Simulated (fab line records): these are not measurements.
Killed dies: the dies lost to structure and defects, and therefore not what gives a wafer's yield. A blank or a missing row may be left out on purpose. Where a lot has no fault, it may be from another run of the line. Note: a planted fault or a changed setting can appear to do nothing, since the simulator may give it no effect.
fab line records + flow gf180mcu
[record]
- lots = 5
- wafers = 14
- last-day = 33
route steps=602 shown SALICIDE@279 CONTACT@287 M1@315
lots that met no fault: from a run of the same line without faults
start-h: hours from the record's opening day to when the first of the lot's shown wafers began + wait-h: hours since the lot's step before + " as in the row above + L1.1+2: a single row standing in for several wafers + - no value, or no start given + * or withheld: withheld + < > ~ a bound
route shown NAME@n: a module of which the file shows steps, and the number in the route of the first + usual: mean/standard deviation taken from wafers without a fault + same: alike in all rows + chamber/n: place in a boat + sites: per-site readings + _std_site: their standard deviation + _edge_site: the outer-site mean with the inner-site mean subtracted + radius-mm: for every site, how far away it sits from the centre of the wafer + mask NAME#n: copy n + behind: the tool/chamber that last shaped the wafer + hold: reason for holding the lot/hours on hold/outcome of the hold + device: whichever transistor did not switch (one of n, p or np) + end of line: the route-end tests of the same wafers + a step given without rows: its recipe and nothing more + killed: count of dies lost to structure and defects at first sort (not the wafer's yield) + map: a wafer's dies, marking killed ones x, the rest . and places with no die _
set.NAME: setting as actually run; set.NAME@STEP: the setting as run at that earlier step + model.NAME: the simulator's own value behind a step, which no gauge read
lots seen at some steps along the route; tables by step, rows by wafer
services: from which hour (start-h, from the record's first day; less than 0 if before it) a tool's chamber was out of use, for how many hours, and why
[[steps]]
[step GF_SALICIDE_WET_ETCH_01]
[recipe]
- chemistry = dHF
- target-depth-nm = 5
- dry = ipa-marangoni
- target = SiO2
- temp-c = 25
- dilution = 100:1
- time-s = 100
[step GF_SALICIDE_SPUTTER_02]
[recipe]
- material = Co
- target-thk-nm = 10
- power-w = 1000
- time-s = 20
- chamber-pressure-pa = 0.4
[usual]
- throttle-valve-pct = 30.4/0.86
| lot.wafer | tool           | chamber | start-h | wait-h | throttle-valve-pct |
|-----------|----------------|---------|---------|--------|--------------------|
| L735.1    | pvd-sputter-02 | -       | 345.68  | 0.0    | 29.6               |
| L735.2    | "              | -       | "       | "      | 30.6               |
| L735.3    | "              | -       | "       | "      | 30.2               |
| L739.1    | pvd-sputter-03 | -       | 383.78  | 0.0    | 29.9               |
| L739.2    | "              | -       | "       | "      | 31.9               |
| L739.5    | "              | -       | "       | "      | 30.6               |
| L740.2    | pvd-sputter-01 | -       | 391.98  | 0.0    | 29.9               |
| L740.3    | "              | -       | "       | "      | 29.4               |
| L740.5    | "              | -       | "       | "      | 30.3               |
| L743.1    | pvd-sputter-02 | -       | 414.36  | 0.0    | 29.7               |
| L743.3    | "              | -       | "       | "      | 28.8               |
| L743.4    | "              | -       | "       | "      | 30.6               |
| L752.3    | pvd-sputter-03 | -       | 493.88  | 0.0    | 32.2               |
| L752.5    | "              | -       | "       | "      | 31.3               |
[step GF_SALICIDE_SPUTTER_03]
[recipe]
- material = TiN
- target-thk-nm = 20
- power-w = 6500
- time-s = 16.7
- chamber-pressure-pa = 0.4
[usual]
- throttle-valve-pct = 30.4/0.89
| lot.wafer | tool           | chamber | start-h | wait-h | throttle-valve-pct |
|-----------|----------------|---------|---------|--------|--------------------|
| L735.1    | pvd-sputter-02 | -       | 345.71  | 0.0    | 29.5               |
| L735.2    | "              | -       | "       | "      | 30.7               |
| L735.3    | "              | -       | "       | "      | 30.3               |
| L739.1    | pvd-sputter-03 | -       | 383.80  | 0.0    | 30.4               |
| L739.2    | "              | -       | "       | "      | 31.9               |
| L739.5    | "              | -       | "       | "      | 30.9               |
| L740.2    | pvd-sputter-01 | -       | 392.01  | 0.0    | 30.1               |
| L740.3    | "              | -       | "       | "      | 29.4               |
| L740.5    | "              | -       | "       | "      | 29.9               |
| L743.1    | pvd-sputter-02 | -       | 414.39  | 0.0    | 29.6               |
| L743.3    | "              | -       | "       | "      | 28.9               |
| L743.4    | "              | -       | "       | "      | 30.5               |
| L752.3    | pvd-sputter-03 | -       | 493.91  | 0.0    | 32.2               |
| L752.5    | "              | -       | "       | "      | 31.0               |
[step GF_SALICIDE_RS_MEAS_04]
[recipe]
- thk-meas-gauge = four-point-probe
- reads = TiN_of_SALICIDE_SPUTTER_03+Co_of_SALICIDE_SPUTTER_02
[usual]
- SALICIDE_TIN_RS = 16.4/0.3
| lot.wafer | tool          | chamber | start-h | wait-h | SALICIDE_TIN_RS[ohm/sq] |
|-----------|---------------|---------|---------|--------|-------------------------|
| L735.1    | film-metro-01 | -       | 345.74  | 0.0    | 16.1                    |
| L735.2    | "             | -       | "       | "      | 16.0                    |
| L735.3    | "             | -       | "       | "      | 16.6                    |
| L739.1    | film-metro-03 | -       | 383.90  | 0.1    | 15.9                    |
| L739.2    | "             | -       | "       | "      | 15.9                    |
| L739.5    | "             | -       | "       | "      | 16.2                    |
| L740.2    | film-metro-03 | -       | 392.06  | 0.0    | 16.5                    |
| L740.3    | "             | -       | "       | "      | 16.9                    |
| L740.5    | "             | -       | "       | "      | 16.6                    |
| L743.1    | film-metro-01 | -       | 414.42  | 0.0    | 16.1                    |
| L743.3    | "             | -       | "       | "      | 16.2                    |
| L743.4    | "             | -       | "       | "      | 15.9                    |
| L752.3    | film-metro-01 | -       | 493.98  | 0.1    | 16.0                    |
| L752.5    | "             | -       | "       | "      | 16.0                    |
[step GF_SALICIDE_THK_MEAS_05]
[recipe]
- thk-meas-gauge = xrf
- reads = TiN_of_SALICIDE_SPUTTER_03
[usual]
- SALICIDE_TIN_THK = 19.7/0.34
| lot.wafer | tool          | chamber | start-h | wait-h | SALICIDE_TIN_THK[nm] |
|-----------|---------------|---------|---------|--------|----------------------|
| L735.1    | film-metro-01 | -       | 345.86  | 0.1    | 19.8                 |
| L735.2    | "             | -       | "       | "      | 19.9                 |
| L735.3    | "             | -       | "       | "      | 19.8                 |
| L739.1    | film-metro-03 | -       | 384.02  | 0.1    | 20.1                 |
| L739.2    | "             | -       | "       | "      | 20.0                 |
| L739.5    | "             | -       | "       | "      | 19.6                 |
| L740.2    | film-metro-03 | -       | 392.17  | 0.1    | 19.9                 |
| L740.3    | "             | -       | "       | "      | 19.9                 |
| L740.5    | "             | -       | "       | "      | 20.2                 |
| L743.1    | film-metro-01 | -       | 414.54  | 0.1    | 19.6                 |
| L743.3    | "             | -       | "       | "      | 19.5                 |
| L743.4    | "             | -       | "       | "      | 20.0                 |
| L752.3    | film-metro-01 | -       | 494.08  | 0.1    | 19.4                 |
| L752.5    | "             | -       | "       | "      | 19.2                 |
[step GF_SALICIDE_RTA_06]
[recipe]
- temp-c = 530
- time-s = 30
- ambient = N2
[usual]
- lamp-power-pct = 6.7/0.76
- wafer_temp_C_max = 532.5/0.57
| lot.wafer | tool          | chamber | start-h | wait-h | lamp-power-pct | wafer_temp_C_max |
|-----------|---------------|---------|---------|--------|----------------|------------------|
| L735.1    | rtp-anneal-01 | 0       | 345.92  | 0.1    | 7.3            | 532.4            |
| L735.2    | "             | 0       | "       | "      | 7.3            | 532.3            |
| L735.3    | "             | 0       | "       | "      | 7.3            | 533.5            |
| L739.1    | rtp-anneal-02 | 0       | 384.08  | 0.1    | 5.7            | 532.0            |
| L739.2    | "             | 0       | "       | "      | 5.6            | 531.3            |
| L739.5    | "             | 0       | "       | "      | 5.7            | 531.7            |
| L740.2    | rtp-anneal-01 | 0       | 392.23  | 0.1    | 7.3            | 532.8            |
| L740.3    | "             | 0       | "       | "      | 7.3            | 532.8            |
| L740.5    | "             | 0       | "       | "      | 7.3            | 532.6            |
| L743.1    | rtp-anneal-02 | 0       | 414.60  | 0.1    | 5.7            | 531.8            |
| L743.3    | "             | 0       | "       | "      | 5.7            | 532.4            |
| L743.4    | "             | 0       | "       | "      | 5.6            | 531.9            |
| L752.3    | rtp-anneal-01 | 0       | 494.15  | 0.1    | 7.3            | 533.1            |
| L752.5    | "             | 0       | "       | "      | 7.3            | 532.6            |
[step GF_SALICIDE_WET_ETCH_07]
[recipe]
- chemistry = SPM
- target-depth-nm = 120
- dry = n2-spin
[step GF_SALICIDE_RTA_08]
[recipe]
- temp-c = 800
- time-s = 30
- ambient = N2
[step GF_CONTACT_CVD_00]
[recipe]
- material = SiO2
- target-thk-nm = 300
- sigma-open-frac = 0.3
- temp-c = 400
- time-s = 50
- sih4-flow-sccm = 60
- pressure-mtorr = 6
[step GF_CONTACT_THK_MEAS_01]
[recipe]
- reads = SiO2_of_CONTACT_CVD_00
[usual]
- CONTACT_CVD_00_THK = 299.3/2.9
| lot.wafer | tool          | chamber | start-h | wait-h | CONTACT_CVD_00_THK[nm] |
|-----------|---------------|---------|---------|--------|------------------------|
| L735.1    | film-metro-02 | -       | 346.32  | 0.1    | 301.0                  |
| L735.2    | "             | -       | "       | "      | 297.6                  |
| L735.3    | "             | -       | "       | "      | 296.9                  |
| L739.1    | film-metro-03 | -       | 384.42  | 0.0    | 306.3                  |
| L739.2    | "             | -       | "       | "      | 300.4                  |
| L739.5    | "             | -       | "       | "      | 302.0                  |
| L740.2    | film-metro-02 | -       | 392.56  | 0.0    | 296.5                  |
| L740.3    | "             | -       | "       | "      | 297.9                  |
| L740.5    | "             | -       | "       | "      | 301.9                  |
| L743.1    | film-metro-02 | -       | 414.93  | 0.0    | 303.1                  |
| L743.3    | "             | -       | "       | "      | 305.1                  |
| L743.4    | "             | -       | "       | "      | 303.0                  |
| L752.3    | film-metro-04 | -       | 494.48  | 0.0    | 299.3                  |
| L752.5    | "             | -       | "       | "      | 301.0                  |
[step GF_CONTACT_CVD_02]
[recipe]
- material = SiO2
- target-thk-nm = 860
- precursor = TEOS
- temp-c = 400
- time-s = 95.992
- rf-w = 600
[step GF_CONTACT_THK_MEAS_03]
[recipe]
- reads = SiO2_of_CONTACT_CVD_02
[usual]
- CONTACT_CVD_02_THK = 864/11
| lot.wafer | tool          | chamber | start-h | wait-h | CONTACT_CVD_02_THK[nm] |
|-----------|---------------|---------|---------|--------|------------------------|
| L735.1    | film-metro-03 | -       | 346.45  | 0.0    | 858                    |
| L735.2    | "             | -       | "       | "      | 855                    |
| L735.3    | "             | -       | "       | "      | 865                    |
| L739.1    | film-metro-03 | -       | 384.55  | 0.0    | 866                    |
| L739.2    | "             | -       | "       | "      | 849                    |
| L739.5    | "             | -       | "       | "      | 871                    |
| L740.2    | film-metro-03 | -       | 392.69  | 0.0    | 858                    |
| L740.3    | "             | -       | "       | "      | 859                    |
| L740.5    | "             | -       | "       | "      | 878                    |
| L743.1    | film-metro-02 | -       | 415.06  | 0.0    | 854                    |
| L743.3    | "             | -       | "       | "      | 855                    |
| L743.4    | "             | -       | "       | "      | 872                    |
| L752.3    | film-metro-02 | -       | 494.61  | 0.1    | 872                    |
| L752.5    | "             | -       | "       | "      | 874                    |
[step GF_CONTACT_CMP_04]
[recipe]
- material = SiO2
- down-force-psi = 4
- platen-rpm = 60
- pad-velocity-m-s = 0.94248
[usual]
- motor-current-A = 12.3/1.3
- time-to-endpoint-s = 112/6.2
| lot.wafer | tool   | chamber | start-h | wait-h | motor-current-A | time-to-endpoint-s | model.SiO2_of_CONTACT_CVD_02.thk-nm |
|-----------|--------|---------|---------|--------|-----------------|--------------------|-------------------------------------|
| L735.2    | cmp-02 | 0       | 346.51  | 0.0    | 12.3            | 113                | 560                                 |
| L735.1    | "      | 1       | "       | "      | 13.2            | 110                | 561.3                               |
| L735.3    | "      | 2       | "       | "      | 11.2            | 106                | 558                                 |
| L739.2    | cmp-01 | 0       | 384.71  | 0.1    | 13.9            | 105                | 558                                 |
| L739.1    | "      | 1       | "       | "      | 10.5            | 115                | 560.1                               |
| L739.5    | "      | 3       | "       | "      | 10.2            | 119                | 559.3                               |
| L740.3    | cmp-02 | 3       | 392.74  | 0.0    | 13.3            | 105                | 558.4                               |
| L740.2    | "      | 1       | "       | "      | 14.0            | 112                | 560.6                               |
| L740.5    | "      | 3       | "       | "      | 14.0            | 109                | 559                                 |
| L743.3    | cmp-02 | 1       | 415.12  | 0.0    | 13.9            | 115                | 560.4                               |
| L743.1    | "      | 2       | "       | "      | 11.8            | 103                | 558.8                               |
| L743.4    | "      | 3       | "       | "      | 14.2            | 110                | 560.2                               |
| L752.3    | cmp-01 | 3       | 494.70  | 0.1    | 10.5            | 95                 | 617.3                               |
| L752.5    | "      | 2       | "       | "      | 13.1            | 118                | 561.5                               |
[step GF_CONTACT_BOW_MEAS_05]
[recipe]
- mode = bow
[usual]
- CONTACT_BOW = 66/7.5
| lot.wafer | tool          | chamber | start-h | wait-h | CONTACT_BOW[um] |
|-----------|---------------|---------|---------|--------|-----------------|
| L735.1    | film-metro-03 | -       | 346.81  | 0.2    | 74              |
| L735.2    | "             | -       | "       | "      | 67              |
| L735.3    | "             | -       | "       | "      | 62              |
| L739.1    | film-metro-02 | -       | 384.91  | 0.1    | 58              |
| L739.2    | "             | -       | "       | "      | 65              |
| L739.5    | "             | -       | "       | "      | 58              |
| L740.2    | film-metro-03 | -       | 393.06  | 0.2    | 70              |
| L740.3    | "             | -       | "       | "      | 67              |
| L740.5    | "             | -       | "       | "      | 71              |
| L743.1    | film-metro-03 | -       | 415.42  | 0.2    | 61              |
| L743.3    | "             | -       | "       | "      | 73              |
| L743.4    | "             | -       | "       | "      | 70              |
| L752.3    | film-metro-04 | -       | 494.99  | 0.2    | 62              |
| L752.5    | "             | -       | "       | "      | 60              |
[step GF_CONTACT_DEHYDRATE_06]
[recipe]
- temp-c = 200
- time-s = 60
[step GF_CONTACT_HMDS_07]
[recipe]
- prime-time-s = 60
- prime-temp-c = 120
[step GF_CONTACT_COAT_08]
[recipe]
- resist = BARC
- temp-c = withheld
- time-s = withheld
- spin-rpm = withheld
- resist-thk-nm = withheld
[step GF_CONTACT_COAT_09]
[recipe]
- resist = KrF
- spin-rpm = withheld
- resist-thk-nm = 1000
[step GF_CONTACT_SOFTBAKE_10]
[recipe]
- temp-c = 130
- time-s = 60
- resist = KrF
[step GF_CONTACT_EXPOSE_11]
[recipe]
- mask-id = Contact
- target-cd-nm = 220
- na = 0.68
- source-shape = conventional
- sigma-outer = 0.6
- dose-mj = 38
[step GF_CONTACT_PEB_12]
[recipe]
- peb-temp-c = 135
- peb-time-s = 90
- resist = KrF
[step GF_CONTACT_DEVELOP_13]
[recipe]
- develop-time-s = 60
- resist = KrF
- dev-temp-c = 21
[step GF_CONTACT_CD_MEAS_14]
[recipe]
- target-cd-nm = 220
[usual]
- cd-nm = 219.8/1.5
| lot.wafer | tool      | chamber | start-h | wait-h | cd-nm |
|-----------|-----------|---------|---------|--------|-------|
| L735.1    | cd-sem-01 | -       | 369.17  | 0.1    | 219.4 |
| L735.2    | "         | -       | "       | "      | 219.0 |
| L735.3    | "         | -       | "       | "      | 220.0 |
| L739.1    | cd-sem-02 | -       | 408.39  | 0.1    | 220.0 |
| L739.2    | "         | -       | "       | "      | 220.7 |
| L739.5    | "         | -       | "       | "      | 219.7 |
| L740.2    | cd-sem-01 | -       | 416.94  | 0.1    | 219.4 |
| L740.3    | "         | -       | "       | "      | 220.1 |
| L740.5    | "         | -       | "       | "      | 218.7 |
| L743.1    | cd-sem-02 | -       | 439.98  | 0.1    | 220.2 |
| L743.3    | "         | -       | "       | "      | 219.7 |
| L743.4    | "         | -       | "       | "      | 220.7 |
| L752.3    | cd-sem-01 | -       | 517.87  | 0.1    | 222.4 |
| L752.5    | "         | -       | "       | "      | 221.1 |
[step GF_CONTACT_OVL_MEAS_15]
[usual]
- CONTACT_OVL = -3/6.4
| lot.wafer | tool       | chamber | start-h | wait-h | CONTACT_OVL[nm] |
|-----------|------------|---------|---------|--------|-----------------|
| L735.1    | overlay-01 | -       | 369.29  | 0.1    | -2              |
| L735.2    | "          | -       | "       | "      | -4              |
| L735.3    | "          | -       | "       | "      | -6              |
| L739.1    | overlay-01 | -       | 408.51  | 0.1    | -2              |
| L739.2    | "          | -       | "       | "      | 2               |
| L739.5    | "          | -       | "       | "      | -5              |
| L740.2    | overlay-02 | -       | 417.05  | 0.1    | -9              |
| L740.3    | "          | -       | "       | "      | -10             |
| L740.5    | "          | -       | "       | "      | -9              |
| L743.1    | overlay-01 | -       | 440.10  | 0.1    | -2              |
| L743.3    | "          | -       | "       | "      | 1               |
| L743.4    | "          | -       | "       | "      | 2               |
| L752.3    | overlay-02 | -       | 517.96  | 0.1    | 1               |
| L752.5    | "          | -       | "       | "      | -6              |
[step GF_CONTACT_ETCH_16]
[recipe]
- chemistry = N2/H2
- target-depth-a = withheld
- overetch-a = withheld
- time-s = withheld
- target = BARC
- ion-energy-ev = 200
- source-w = 500
- bias-w = 100
- pressure-mtorr = 30
- n2-flow-sccm = 100
- h2-flow-sccm = 200
[step GF_CONTACT_ETCH_17]
[recipe]
- chemistry = C4F8/O2/Ar
- mask-material = KrF
- target = SiO2
- stop-on = CoSi2
- source-w = 1500
- bias-w = 1200
- pressure-mtorr = 40
- c4f8-flow-sccm = withheld
- O2_flow_sccm = 6
- Ar_flow_sccm = 300
- time-s = withheld
- target-depth-a = 8600
[usual]
- oes-product-au = 0.814/0.0046
| lot.wafer | tool        | chamber | start-h | wait-h | oes-product-au | model.etch.depth-nm | model.CONTACT.feature-depth-nm |
|-----------|-------------|---------|---------|--------|----------------|---------------------|--------------------------------|
| L735.1    | rie-diel-03 | 1       | -       | -      | 0.817          | 862.4               | 862.4                          |
| L735.2    | "           | 2       | "       | "      | 0.817          | 857.8               | 857.8                          |
| L735.3    | "           | 0       | "       | "      | 0.808          | 854.9               | 854.9                          |
| L739.1    | rie-diel-04 | 3       | -       | -      | 0.820          | 866.2               | 866.2                          |
| L739.2    | "           | 1       | "       | "      | 0.819          | 858.3               | 858.3                          |
| L739.5    | "           | 2       | "       | "      | 0.813          | 861.4               | 861.4                          |
| L740.2    | rie-diel-04 | 3       | -       | -      | 0.803          | 857.3               | 857.3                          |
| L740.3    | "           | 1       | "       | "      | 0.811          | 856.2               | 856.2                          |
| L740.5    | "           | 3       | "       | "      | 0.817          | 860.8               | 860.8                          |
| L743.1    | rie-diel-03 | 3       | -       | -      | 0.815          | 862.1               | 862.1                          |
| L743.3    | "           | 0       | "       | "      | 0.823          | 865.5               | 865.5                          |
| L743.4    | "           | 3       | "       | "      | 0.823          | 863.2               | 863.2                          |
| L752.3    | rie-diel-04 | 0       | -       | -      | 0.843          | 916.3               | 916.3                          |
| L752.5    | "           | 0       | "       | "      | 0.820          | 862.4               | 862.4                          |
[step GF_CONTACT_STRIP_18]
[recipe]
- chemistry = O2/N2
- power-w = 1400
- pressure-mtorr = 1500
- platen-temp-c = 250
- o2-flow-sccm = 3000
- n2-flow-sccm = 300
- overash-fraction = 0.5
[usual]
- drypump-motor-current-A = 5.7/0.34
- heater-power-w = 363/61
- oes-product-au = 0.580/0.0054
| lot.wafer | tool            | chamber | start-h | wait-h | drypump-motor-current-A | heater-power-w | oes-product-au | rf-hours-counter-h |
|-----------|-----------------|---------|---------|--------|-------------------------|----------------|----------------|--------------------|
| L735.1    | plasma-asher-01 | 0       | 369.49  | -      | 5.5                     | 474            | 0.579          | 71                 |
| L735.2    | "               | 1       | "       | "      | 6.2                     | 333            | 0.579          | 71                 |
| L735.3    | "               | 0       | "       | "      | 5.5                     | 466            | 0.578          | -                  |
| L739.1    | plasma-asher-04 | 0       | 408.71  | -      | 5.7                     | 321            | 0.577          | 30                 |
| L739.2    | "               | 1       | "       | "      | 5.4                     | 389            | 0.581          | 30                 |
| L739.5    | "               | 0       | "       | "      | 5.6                     | 318            | 0.585          | -                  |
| L740.2    | plasma-asher-04 | 1       | 417.24  | -      | 5.4                     | 377            | 0.579          | 31                 |
| L740.3    | "               | 0       | "       | "      | 5.7                     | 311            | 0.577          | -                  |
| L740.5    | "               | 0       | "       | "      | 5.7                     | 318            | 0.585          | -                  |
| L743.1    | plasma-asher-01 | 1       | 440.30  | -      | 6.2                     | 336            | 0.580          | 1                  |
| L743.3    | "               | 0       | "       | "      | 5.6                     | 467            | 0.579          | -                  |
| L743.4    | "               | 1       | "       | "      | 6.2                     | 338            | 0.577          | -                  |
| L752.3    | plasma-asher-02 | 0       | 518.18  | -      | 6.0                     | 292            | 0.581          | -                  |
| L752.5    | "               | 0       | "       | "      | 6.0                     | 303            | 0.577          | -                  |
[step GF_CONTACT_CLEAN_19]
[recipe]
- chemistry = SPM
[step GF_CONTACT_CLEAN_20]
[recipe]
- chemistry = DIW
[step GF_CONTACT_CLEAN_21]
[recipe]
- chemistry = dHF
- time-s = 20
- dilution = 100:1
- dry = ipa-marangoni
[step GF_CONTACT_SPUTTER_22]
[recipe]
- material = Ti
- target-thk-nm = 15
- chamber-pressure-pa = 5
- power-w = 2500
- substrate-temp-c = 200
- time-s = 80.02
[usual]
- throttle-valve-pct = 30.5/0.99
| lot.wafer | tool           | chamber | start-h | wait-h | throttle-valve-pct |
|-----------|----------------|---------|---------|--------|--------------------|
| L735.1    | pvd-sputter-03 | -       | 369.80  | 0.0    | 31.6               |
| L735.2    | "              | -       | "       | "      | 30.2               |
| L735.3    | "              | -       | "       | "      | 31.0               |
| L739.1    | pvd-sputter-01 | -       | 409.00  | 0.0    | 31.0               |
| L739.2    | "              | -       | "       | "      | 29.4               |
| L739.5    | "              | -       | "       | "      | 31.0               |
| L740.2    | pvd-sputter-04 | -       | 417.54  | 0.0    | 30.3               |
| L740.3    | "              | -       | "       | "      | 28.3               |
| L740.5    | "              | -       | "       | "      | 28.4               |
| L743.1    | pvd-sputter-04 | -       | 440.59  | 0.0    | 30.1               |
| L743.3    | "              | -       | "       | "      | 28.1               |
| L743.4    | "              | -       | "       | "      | 31.2               |
| L752.3    | pvd-sputter-04 | -       | 518.45  | 0.0    | 30.7               |
| L752.5    | "              | -       | "       | "      | 31.1               |
[step GF_CONTACT_SPUTTER_23]
[recipe]
- material = TiN
- target-thk-nm = 10
- chamber-pressure-pa = 5
- power-w = 4000
- time-s = 40
[step GF_CONTACT_CVD_24]
[recipe]
- material = W
- target-thk-nm = 300
- time-s = 90.339
- temp-c = 400
- pressure-torr = 40
[step GF_CONTACT_RS_MEAS_25]
[recipe]
- thk-meas-gauge = four-point-probe
- reads = W_of_CONTACT_CVD_24+TiN_of_CONTACT_SPUTTER_23+Ti_of_CONTACT_SPUTTER_22
[usual]
- CONTACT_W_RS = 0.381/0.0038
| lot.wafer | tool          | chamber | start-h | wait-h | CONTACT_W_RS[ohm/sq] |
|-----------|---------------|---------|---------|--------|----------------------|
| L735.1    | film-metro-02 | -       | 370.00  | 0.1    | 0.379                |
| L735.2    | "             | -       | "       | "      | 0.388                |
| L735.3    | "             | -       | "       | "      | 0.380                |
| L739.1    | film-metro-03 | -       | 409.26  | 0.1    | 0.388                |
| L739.2    | "             | -       | "       | "      | 0.377                |
| L739.5    | "             | -       | "       | "      | 0.383                |
| L740.2    | film-metro-03 | -       | 417.76  | 0.1    | 0.382                |
| L740.3    | "             | -       | "       | "      | 0.381                |
| L740.5    | "             | -       | "       | "      | 0.383                |
| L743.1    | film-metro-04 | -       | 440.79  | 0.1    | 0.379                |
| L743.3    | "             | -       | "       | "      | 0.383                |
| L743.4    | "             | -       | "       | "      | 0.380                |
| L752.3    | film-metro-03 | -       | 518.69  | 0.1    | 0.379                |
| L752.5    | "             | -       | "       | "      | 0.379                |
[step GF_CONTACT_THK_MEAS_26]
[recipe]
- thk-meas-gauge = xrf
- reads = W_of_CONTACT_CVD_24
[usual]
- CONTACT_W_THK = 319/4.4
| lot.wafer | tool          | chamber | start-h | wait-h | CONTACT_W_THK[nm] |
|-----------|---------------|---------|---------|--------|-------------------|
| L735.1    | film-metro-02 | -       | 370.12  | 0.1    | 320               |
| L735.2    | "             | -       | "       | "      | 311               |
| L735.3    | "             | -       | "       | "      | 319               |
| L739.1    | film-metro-03 | -       | 409.38  | 0.1    | 316               |
| L739.2    | "             | -       | "       | "      | 324               |
| L739.5    | "             | -       | "       | "      | 319               |
| L740.2    | film-metro-03 | -       | 417.87  | 0.1    | 320               |
| L740.3    | "             | -       | "       | "      | 322               |
| L740.5    | "             | -       | "       | "      | 319               |
| L743.1    | film-metro-04 | -       | 440.91  | 0.1    | 317               |
| L743.3    | "             | -       | "       | "      | 316               |
| L743.4    | "             | -       | "       | "      | 317               |
| L752.3    | film-metro-03 | -       | 518.79  | 0.1    | 321               |
| L752.5    | "             | -       | "       | "      | 321               |
[step GF_CONTACT_CMP_27]
[recipe]
- stop-on = SiO2
- down-force-psi = 3.5
- platen-rpm = 60
- t-overpolish-s = 15
- target-thk-nm = 0
- pad-velocity-m-s = 0.94248
[usual]
- motor-current-A = 11.1/1.3
| lot.wafer | tool   | chamber | start-h | wait-h | motor-current-A | model.SiO2_of_CONTACT_CVD_02.thk-nm |
|-----------|--------|---------|---------|--------|-----------------|-------------------------------------|
| L735.2    | cmp-01 | 3       | 370.18  | 0.0    | 9.6             | 553.1                               |
| L735.1    | "      | 0       | "       | "      | 12.0            | 554.5                               |
| L735.3    | "      | 1       | "       | "      | 9.3             | 551.1                               |
| L739.2    | cmp-01 | 3       | 409.54  | 0.1    | 9.7             | 551.2                               |
| L739.1    | "      | 0       | "       | "      | 13.2            | 553.4                               |
| L739.5    | "      | 2       | "       | "      | 11.6            | 552.5                               |
| L740.3    | cmp-02 | 0       | 417.92  | 0.0    | 11.4            | 551.6                               |
| L740.2    | "      | 1       | "       | "      | 11.7            | 553.9                               |
| L740.5    | "      | 0       | "       | "      | 11.2            | 552.3                               |
| L743.4    | cmp-01 | 2       | 440.97  | 0.0    | 12.0            | 553.4                               |
| L743.3    | "      | 3       | "       | "      | 9.7             | 553.6                               |
| L743.1    | "      | 0       | "       | "      | 12.9            | 552                                 |
| L752.3    | cmp-02 | 3       | 518.83  | 0.0    | 12.5            | 610.5                               |
| L752.5    | "      | 0       | "       | "      | 11.4            | 554.7                               |
[step GF_M1_SPUTTER_00]
[recipe]
- material = Ti
- target-thk-nm = 37.5
- arriving-ion-energy-ev = 80
- substrate-temp-c = 200
- chamber-pressure-pa = 2
- power-w = 4000
- time-s = 150
[[services]]
| tool            | chamber | start-h | hours | kind                           |
|-----------------|---------|---------|-------|--------------------------------|
| cmp-02          | -       | 362.46  | 3.3   | pm                             |
| pvd-sputter-02  | -       | 369.07  | 4.4   | repair                         |
| plasma-asher-04 | -       | 373.37  | 7.0   | repair                         |
| pvd-sputter-04  | -       | 381.63  | 2.5   | repair                         |
| rie-diel-04     | 0       | 387.29  | 15.7  | repair                         |
| cmp-02          | -       | 404.06  | 4.0   | pm                             |
| cmp-02          | -       | 408.06  | -     | consumable-replace:conditioner |
| cmp-02          | -       | 408.06  | -     | consumable-replace:pad         |
| pvd-sputter-03  | -       | 408.38  | 14.4  | repair                         |
| plasma-asher-01 | -       | 421.25  | 9.0   | pm                             |
| cmp-02          | -       | 438.50  | 3.2   | repair                         |
| rie-diel-04     | 3       | 450.30  | 23.5  | repair                         |
| pvd-sputter-03  | -       | 457.68  | 3.7   | repair                         |
| cmp-01          | -       | 458.60  | 0.4   | repair                         |
| cmp-01          | -       | 462.32  | 3.3   | repair                         |
| cmp-02          | -       | 466.24  | 1.7   | repair                         |
| rie-diel-04     | 2       | 469.76  | 24.6  | repair                         |
| rie-diel-03     | 2       | 480.79  | 11.2  | repair                         |
| pvd-sputter-04  | -       | 481.07  | 9.6   | repair                         |
| plasma-asher-04 | -       | 481.78  | 14.6  | pm                             |
| plasma-asher-01 | -       | 487.88  | 2.8   | pm                             |
| pvd-sputter-03  | -       | 497.42  | 5.8   | repair                         |
| cmp-02          | -       | 497.83  | 3.9   | pm                             |
| rie-diel-03     | -       | 505.94  | 14.6  | pm                             |
[[key]]
[first-sign]
- step = GF_CONTACT_ETCH_17
- reading = oes-product-au
- direction = up
- sigmas = 6.4
- usual = 0.814
- struck = 0.843
effect none on later readings
[model-effect]
- step = GF_CONTACT_CMP_04
- value = SiO2_of_CONTACT_CVD_02.thk-nm
- without = 561.3
- struck = 617.3
[model-effect]
- step = GF_CONTACT_ETCH_17
- value = etch.depth-nm
- without = 860.3
- struck = 916.3
[model-effect]
- step = GF_CONTACT_CMP_27
- value = SiO2_of_CONTACT_CVD_02.thk-nm
- without = 554.5
- struck = 610.5
met-at GF_CONTACT_CMP_04
struck-wafers L752.3
tester-left-out L752
onset-between 384.71 494.70
[fault]
- kind = process-parameter-drift
- tool = cmp-01
- chamber = -
- onset-h = 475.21
- steps = GF_CONTACT_CMP_04
- channel = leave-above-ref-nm
- offset = 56
- shape = step
- end-h = 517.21
- scope = struck-wafers-only
- acts-in = these-recipes-only
- stated = 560
// tester-left-out: of these lots the tester's yield and bins aren't shown, on N5 and GAA mostly nor the transistor test; their killed dies are dies lost to structure and defects alone, not to doping, threshold or leakage, so they don't give the yield
